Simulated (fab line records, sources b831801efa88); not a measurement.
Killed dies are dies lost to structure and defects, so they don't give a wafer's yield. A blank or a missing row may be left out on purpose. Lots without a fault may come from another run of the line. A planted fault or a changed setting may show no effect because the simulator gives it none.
Chamber matching | flow gf180mcu | GF_CONTACT_CVD_02 on pecvd-02: 3 sister chambers
The step deposits SiO2 from TEOS, target thk 860 nm, time 95.992 s. 3 wafers are shown with their chamber, then 8 later ones without.

WAFERS WITH THEIR CHAMBER
wafer  | chamber | heater_power_w (W)
L214.4 | 0       | 689
L214.6 | 1       | 734
L222.3 | 2       | 695

WAFERS WITHOUT THEIR CHAMBER
wafer  | heater_power_w (W)
L222.5 | 703
L222.6 | 724
L223.3 | 689
L223.4 | 710
L223.5 | 709
L224.1 | 618
L224.3 | 726
L224.4 | 663

WHICH CHAMBER EACH WENT THROUGH
wafer  | from the rows above          | in truth
L222.5 | can't be placed: 2 or 0 or 1 | 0
L222.6 | can't be placed: 1 or 2 or 0 | 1
L223.3 | can't be placed: 0 or 2 or 1 | 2
L223.4 | can't be placed: 2 or 0 or 1 | 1
L223.5 | can't be placed: 2 or 0 or 1 | 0
L224.1 | can't be placed: 0 or 2 or 1 | 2
L224.3 | can't be placed: 1 or 2 or 0 | 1
L224.4 | can't be placed: 0 or 2 or 1 | 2
Placed correctly: 0 of 8. Can't be placed from these rows: 8 (the true chamber is among the candidates in 8). Placed wrongly: 0.
How it was worked out, from the rows above alone: a wafer's distance from a chamber is the root of the sum, over the readings, of the square of ((its reading less the chamber's mean) divided by the reading's scatter). The wafer belongs to the nearest chamber; if the next one is less than 2 further off, it can't be placed. A chamber's mean is the mean of its shown wafers. The scatter: with one shown wafer a chamber, the root of the mean of the squares of how far each hidden wafer lies from its nearest shown one.
